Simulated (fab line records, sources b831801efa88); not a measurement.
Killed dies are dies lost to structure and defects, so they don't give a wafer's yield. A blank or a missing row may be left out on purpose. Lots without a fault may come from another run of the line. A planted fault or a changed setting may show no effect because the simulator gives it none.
Chamber matching | flow sky130 | SKY_VIA4_CMP_02 on cmp-01: 4 sister chambers
The step polishes SiO2. 8 wafers are shown with their chamber, then 12 later ones without.

WAFERS WITH THEIR CHAMBER
wafer  | chamber | motor_current_A (A)
L090.5 | 2       | 12.4
L091.2 | 3       | 12.2
L091.3 | 0       | 12.9
L091.4 | 2       | 11.9
L091.5 | 0       | 13.3
L092.2 | 1       | 11.1
L092.3 | 3       | 12.8
L092.5 | 1       | 11.1

WAFERS WITHOUT THEIR CHAMBER
wafer  | motor_current_A (A)
L093.1 | 13.0
L093.2 | 12.5
L093.3 | 13.3
L094.2 | 12.5
L094.3 | 12.4
L094.4 | 11.2
L096.2 | 12.6
L096.3 | 10.8
L096.5 | 13.2
L097.1 | 12.1
L097.5 | 11.0
L097.6 | 11.7

WHICH CHAMBER EACH WENT THROUGH
wafer  | from the rows above          | in truth
L093.1 | can't be placed: 0 or 3      | 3
L093.2 | can't be placed: 3 or 2 or 0 | 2
L093.3 | can't be placed: 0 or 3      | 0
L094.2 | can't be placed: 3 or 2 or 0 | 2
L094.3 | can't be placed: 3 or 2 or 0 | 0
L094.4 | 1                            | 1
L096.2 | can't be placed: 3 or 2 or 0 | 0
L096.3 | 1                            | 1
L096.5 | can't be placed: 0 or 3      | 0
L097.1 | can't be placed: 2 or 3      | 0
L097.5 | 1                            | 1
L097.6 | can't be placed: 2 or 1 or 3 | 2
Placed correctly: 3 of 12. Can't be placed from these rows: 9 (the true chamber is among the candidates in 8). Placed wrongly: 0.
How it was worked out, from the rows above alone: a wafer's distance from a chamber is the root of the sum, over the readings, of the square of ((its reading less the chamber's mean) divided by the reading's scatter). The wafer belongs to the nearest chamber; if the next one is less than 2 further off, it can't be placed. A chamber's mean is the mean of its shown wafers. The scatter: the root of (the sum of the squares of (reading less its chamber's mean) over the shown wafers, divided by (wafers less chambers)).
